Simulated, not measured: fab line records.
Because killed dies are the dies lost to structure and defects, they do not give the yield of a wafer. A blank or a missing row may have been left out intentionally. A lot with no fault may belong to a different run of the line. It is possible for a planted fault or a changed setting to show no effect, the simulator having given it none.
One fault seen from 2 desks	flow sky130	each desk has only its own numbers; what lay behind them comes last

## METROLOGY DESK
What the gauges read for every lot (on any tool): the sampled wafers with a number, averaged. Marked OUT: a lot whose mean sits more than 4 standard deviations from the usual mean, which makes it out of limits; the brackets give that distance.
Columns: A = FIELD_ISO_CVD_03_THK at SKY_FIELD_ISO_THK_MEAS_04, usual 160.4 nm
lot	first seen here	A
L817	day 1 17:01	160.6
L818	day 1 20:09	160.0
L819	day 2 00:40	157.0
L820	day 2 07:16	159.1
L822	day 2 16:08	161.4
L823	day 2 20:44	159.8
L824	day 3 03:11	160.4
L825	day 3 06:26	160.8
L826	day 3 11:47	159.8
L832	day 4 18:35	161.1
L834	day 5 03:19	160.0
L836	day 5 13:21	158.8
L839	day 6 04:17	161.4
L840	day 6 08:29	163.8
Result from this desk: across the 14 lots, nothing is out of limits.

## AT THE TOOL OWNER'S DESK: rie_metal-02
The tool's own readings at SKY_METAL2_METAL_ETCH_19 (etches the open film in Cl2/BCl3, stops on SiO2, target depth 360 nm, time 78 s): means of the sampled wafers that have a number, for each lot that ran on this tool. Marked OUT: a lot whose mean sits more than 4 standard deviations from the usual mean, which makes it out of limits; the brackets give that distance.
Columns: A = drypump_motor_current_A at SKY_METAL2_METAL_ETCH_19, usual 5.5 A; B = oes_product_au at SKY_METAL2_METAL_ETCH_19, usual 0.855 a.u.; C = run_length_s at SKY_METAL2_METAL_ETCH_19, usual 106.7 s; D = throttle_valve_pct at SKY_METAL2_METAL_ETCH_19, usual 22.265 %
lot	first seen here	A	B	C	D
L818	day 35 12:20	5.4	0.847	106.2	22.259
L820	day 36 10:10	5.3	0.848	106.1	22.258
L823	day 37 09:36	5.3	0.855	106.4	22.271
L824	day 37 16:34	5.3	0.856	106.1	22.261
L832	day 40 03:16	5.3	0.858	106.2	22.263
L834	day 41 01:44	5.3	0.992 (+24) OUT	98.3 (-7.0) OUT	22.276
L836	day 41 02:26	5.3	0.989 (+24) OUT	98.5 (-6.8) OUT	22.255
Finding of this desk: L834, L836 out of limits; the first was L834 at day 41 01:44, on oes_product_au at SKY_METAL2_METAL_ETCH_19. In limits: L818, L820, L823, L824, L832.

## ALL TOGETHER
On L834, L836, at day 41 01:44, an alarm was possible from the tool owner's desk.
Metrology desk: nothing out of limits seen.
The metrology desk has L834, L836 on record, within its limits.
Every lot named ran SKY_METAL2_METAL_ETCH_19 on rie_metal-02.

## WHAT THE SIMULATOR PUT IN
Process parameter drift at SKY_METAL2_METAL_ETCH_19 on rie_metal-02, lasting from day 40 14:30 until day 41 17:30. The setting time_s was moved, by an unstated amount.
Shown lots that were struck: L834, L836.
How many hours passed from the start of the fault until each desk's first out-of-limits reading: the tool owner's desk, 11.
